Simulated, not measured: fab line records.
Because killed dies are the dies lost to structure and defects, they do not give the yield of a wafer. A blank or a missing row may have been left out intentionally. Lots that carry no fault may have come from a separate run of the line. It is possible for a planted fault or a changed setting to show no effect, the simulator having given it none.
Which tool was responsible?    flow gf180mcu    72 wafers from 24 lots sampled at 6 of the route's 602 steps

== WHAT THE GAUGES SHOWED, per wafer ==
GF_CONTACT_CD_MEAS_14: the cd target is 220 nm.
lot   measured      on         cd_nm (nm)
L074  day 16 03:54  cd_sem-02  217.8 219.8 217.3
L075  day 16 16:11  cd_sem-02  217.9 217.9 217.2
L076  day 16 21:20  cd_sem-02  220.0 220.4 221.6
L077  day 17 09:28  cd_sem-02  221.2 219.6 220.8
L078  day 18 00:14  cd_sem-01  220.0 220.8 219.7
L079  day 18 02:16  cd_sem-01  219.1 217.7 219.3
L080  day 18 15:34  cd_sem-02  222.0 222.6 222.8
L081  day 19 03:13  cd_sem-01  220.0 219.9 221.3
L082  day 19 03:41  cd_sem-01  220.1 219.8 220.1
L084  day 19 20:29  cd_sem-02  217.7 218.1 217.3
L083  day 19 22:02  cd_sem-02  218.3 217.9 218.0
L085  day 20 16:13  cd_sem-02  221.4 223.0 222.8
L086  day 20 19:47  cd_sem-02  218.4 220.5 220.1
L087  day 21 05:14  cd_sem-02  220.7 219.3 218.5
L088  day 21 09:05  cd_sem-02  218.8 220.6 220.3
L089  day 21 16:35  cd_sem-01  218.9 219.4 219.7
L090  day 21 21:52  cd_sem-01  216.6 217.1 217.3
L091  day 22 05:20  cd_sem-01  217.4 219.5 218.5
L092  day 22 17:10  cd_sem-01  219.2 218.6 220.6
L093  day 23 04:13  cd_sem-01  220.3 219.8 220.1
L094  day 23 09:58  cd_sem-02  219.3 219.6 219.6
L095  day 23 15:40  cd_sem-02  217.7 218.1 219.2
L096  day 24 10:37  cd_sem-01  218.9 219.5 219.7
L097  day 24 13:40  cd_sem-01  218.0 220.4 221.0

GF_V1_CD_MEAS_14: the cd target is 260 nm.
lot   measured      on         cd_nm (nm)
L074  day 18 05:16  cd_sem-02  259.2 260.7 260.6
L075  day 18 18:01  cd_sem-01  261.2 259.9 259.8
L076  day 18 23:09  cd_sem-02  257.6 257.1 256.5
L077  day 19 12:15  cd_sem-02  261.8 261.3 261.0
L078  day 20 02:45  cd_sem-02  259.5 258.9 259.0
L079  day 20 04:37  cd_sem-02  259.3 259.9 258.7
L080  day 21 00:10  cd_sem-01  260.8 259.7 260.0
L081  day 21 07:08  cd_sem-02  259.7 260.3 260.0
L082  day 21 07:16  cd_sem-01  260.5 259.2 257.9
L084  day 21 22:11  cd_sem-02  257.6 258.4 258.9
L083  day 22 01:44  cd_sem-02  259.8 259.8 260.4
L085  day 22 18:05  cd_sem-01  259.4 257.6 259.0
L086  day 22 21:43  cd_sem-02  256.8 259.4 258.8
L087  day 23 07:19  cd_sem-01  261.0 260.9 260.6
L088  day 23 10:19  cd_sem-01  260.3 261.2 260.1
L089  day 23 17:05  cd_sem-02  259.5 258.8 260.5
L090  day 23 21:17  cd_sem-02  262.7 262.9 262.9
L091  day 24 05:56  cd_sem-02  259.0 258.8 259.3
L092  day 24 17:26  cd_sem-02  258.8 258.7 258.6
L093  day 25 03:22  cd_sem-01  260.7 259.0 258.8
L094  day 25 08:55  cd_sem-01  259.6 260.6 260.0
L095  day 25 15:14  cd_sem-01  260.0 260.9 261.2
L096  day 26 10:17  cd_sem-01  258.3 258.4 258.0
L097  day 26 11:50  cd_sem-01  260.3 259.7 259.5

GF_V3_THK_MEAS_01.
lot   measured      on             V3_CVD_00_THK (nm)
L074  day 21 11:44  film_metro-04  600 603 597
L075  day 22 00:31  film_metro-02  607 611 607
L076  day 22 04:46  film_metro-04  597 608 599
L077  day 22 18:38  film_metro-01  592 592 604
L078  day 23 07:03  film_metro-04  602 600 598
L079  day 23 09:28  film_metro-01  602 613 606
L080  day 24 04:25  film_metro-02  598 606 600
L081  day 24 09:23  film_metro-04  595 596 600
L082  day 24 11:12  film_metro-02  604 604 598
L084  day 24 23:38  film_metro-02  604 601 603
L083  day 25 03:51  film_metro-04  596 597 598
L085  day 25 18:24  film_metro-01  601 596 603
L086  day 25 21:36  film_metro-01  601 601 603
L087  day 26 07:09  film_metro-04  604 598 606
L088  day 26 11:14  film_metro-02  606 608 600
L089  day 26 15:45  film_metro-01  592 595 594
L090  day 26 19:47  film_metro-02  596 600 594
L091  day 27 03:50  film_metro-02  600 601 592
L092  day 27 14:28  film_metro-02  599 594 607
L093  day 28 00:10  film_metro-04  598 596 598
L094  day 28 04:57  film_metro-02  606 609 600
L095  day 28 10:18  film_metro-02  603 602 593
L096  day 29 04:51  film_metro-02  603 607 610
L097  day 29 05:28  film_metro-01  603 604 602

GF_V3_THK_MEAS_25: measures by xrf.
lot   measured      on             V3_W_THK (nm)
L074  day 22 12:43  film_metro-04  345 347 342
L075  day 23 01:22  film_metro-04  348 343 345
L076  day 23 05:23  film_metro-02  354 351 349
L077  day 23 19:02  film_metro-04  350 351 354
L078  day 24 06:59  film_metro-01  355 354 351
L079  day 24 09:34  film_metro-01  356 353 354
L080  day 25 03:55  film_metro-02  351 350 347
L081  day 25 09:17  film_metro-04  349 345 348
L082  day 25 11:10  film_metro-04  344 345 342
L084  day 25 22:10  film_metro-04  346 346 346
L083  day 26 02:28  film_metro-01  356 355 359
L085  day 26 17:05  film_metro-01  351 354 356
L086  day 26 20:32  film_metro-01  350 347 352
L087  day 27 05:50  film_metro-02  354 354 354
L088  day 27 09:39  film_metro-01  352 356 356
L089  day 27 14:07  film_metro-01  357 356 353
L090  day 27 17:53  film_metro-04  352 349 349
L091  day 28 01:47  film_metro-02  351 353 348
L092  day 28 12:14  film_metro-02  356 356 355
L093  day 28 21:11  film_metro-02  353 349 350
L094  day 29 02:14  film_metro-01  351 349 348
L095  day 29 07:05  film_metro-02  354 353 353
L096  day 30 01:35  film_metro-04  352 347 353
L097  day 30 02:17  film_metro-04  357 355 352

== WHICH TOOL RAN EACH LOT (tool, then ch and the chambers of the sampled wafers, then the start) ==
lot   GF_V2_SPUTTER_22              GF_V2_CVD_23
L074  pvd_sputter-01, day 20 09:38  cvd_w-01 ch 0,1, day 20 09:42
L075  pvd_sputter-02, day 20 22:57  cvd_w-01 ch 0,1, day 20 22:59
L076  pvd_sputter-01, day 21 04:00  cvd_w-02 ch 0, day 21 04:02
L077  pvd_sputter-01, day 21 17:23  cvd_w-02 ch 0,1, day 21 17:28
L078  pvd_sputter-01, day 22 06:13  cvd_w-02 ch 0,1, day 22 06:16
L079  pvd_sputter-02, day 22 08:12  cvd_w-01 ch 0,1, day 22 08:14
L080  pvd_sputter-01, day 23 04:16  cvd_w-01 ch 0,1, day 23 04:18
L081  pvd_sputter-02, day 23 10:04  cvd_w-02 ch 0,1, day 23 10:07
L082  pvd_sputter-04, day 23 10:47  cvd_w-01 ch 0,1, day 23 10:49
L084  pvd_sputter-02, day 23 23:36  cvd_w-02 ch 0,1, day 23 23:38
L083  pvd_sputter-01, day 24 04:04  cvd_w-01 ch 0,1, day 24 04:05
L085  pvd_sputter-02, day 24 19:34  cvd_w-01 ch 0,1, day 24 19:37
L086  pvd_sputter-02, day 24 22:22  cvd_w-01 ch 0,1, day 24 22:27
L087  pvd_sputter-01, day 25 07:46  cvd_w-02 ch 0,1, day 25 07:48
L088  pvd_sputter-02, day 25 12:07  cvd_w-02 ch 0,1, day 25 12:09
L089  pvd_sputter-04, day 25 16:59  cvd_w-01 ch 0,1, day 25 17:02
L090  pvd_sputter-02, day 25 20:53  cvd_w-01 ch 0,1, day 25 20:56
L091  pvd_sputter-04, day 26 04:43  cvd_w-01 ch 0,1, day 26 04:45
L092  pvd_sputter-04, day 26 16:02  cvd_w-02 ch 0,1, day 26 16:05
L093  pvd_sputter-02, day 27 01:57  cvd_w-02 ch 0,1, day 27 02:02
L094  pvd_sputter-01, day 27 07:02  cvd_w-01 ch 0,1, day 27 07:05
L095  pvd_sputter-01, day 27 13:01  cvd_w-01 ch 0, day 27 13:03
L096  pvd_sputter-01, day 28 07:43  cvd_w-01 ch 0,1, day 28 07:45
L097  pvd_sputter-04, day 28 08:24  cvd_w-01 ch 0,1, day 28 08:26
- GF_V2_SPUTTER_22: material TiN, target thk 10 nm, time 40 s.
- GF_V2_CVD_23: deposits W, target thk 350 nm, time 104.94 s.

== AS READ BY THE TOOLS THEMSELVES (means over the sampled wafers that have a number; for cases with no such wafer, the mark the record gives instead) ==
GF_V2_SPUTTER_22.
lot   tool            throttle_valve_pct (%)
L074  pvd_sputter-01  30.5
L075  pvd_sputter-02  30.8
L076  pvd_sputter-01  30.3
L077  pvd_sputter-01  30.4
L078  pvd_sputter-01  30.4
L079  pvd_sputter-02  29.9
L080  pvd_sputter-01  30.2
L081  pvd_sputter-02  30.5
L082  pvd_sputter-04  30.9
L084  pvd_sputter-02  30.6
L083  pvd_sputter-01  30.6
L085  pvd_sputter-02  30.5
L086  pvd_sputter-02  31.5
L087  pvd_sputter-01  30.2
L088  pvd_sputter-02  30.6
L089  pvd_sputter-04  30.9
L090  pvd_sputter-02  29.8
L091  pvd_sputter-04  29.2
L092  pvd_sputter-04  28.3
L093  pvd_sputter-02  29.6
L094  pvd_sputter-01  30.4
L095  pvd_sputter-01  30.6
L096  pvd_sputter-01  30.5
L097  pvd_sputter-04  29.8

GF_V2_CVD_23.
lot   tool      heater_power_w (W)
L074  cvd_w-01  793
L075  cvd_w-01  806
L076  cvd_w-02  980
L077  cvd_w-02  1022
L078  cvd_w-02  1005
L079  cvd_w-01  812
L080  cvd_w-01  820
L081  cvd_w-02  1011
L082  cvd_w-01  813
L084  cvd_w-02  1004
L083  cvd_w-01  800
L085  cvd_w-01  819
L086  cvd_w-01  789
L087  cvd_w-02  1003
L088  cvd_w-02  1043
L089  cvd_w-01  810
L090  cvd_w-01  806
L091  cvd_w-01  817
L092  cvd_w-02  1004
L093  cvd_w-02  1046
L094  cvd_w-01  820
L095  cvd_w-01  841
L096  cvd_w-01  826
L097  cvd_w-01  795

== THE ANSWER, worked out from the rows above alone ==
Rule: the usual values come from the lots themselves. Put in order of their means at a reading, lots are off if they are a third of the lots or fewer, leave a main group of 4 or more, and stand apart from it by a gap of 3 or more times the standard deviation of the main group's means; of several such gaps the widest counts. If all means in a main group match to the digits the tables above print for the reading, that group is not used. Also off: a lot with no number at a reading for which 4 or more lots have one. The other lots that the step has rows for count as sound. The gauges are gone through in route order, then the tools' own readings, and for those a lot's mean is taken as printed above. The first step at which some lot is off is used, and at that step the reading that is off furthest; a lot without a number counts as furthest.
None of the lots is off at any reading shown; this tells nothing.

== WHAT THE SIMULATOR PUT IN ==
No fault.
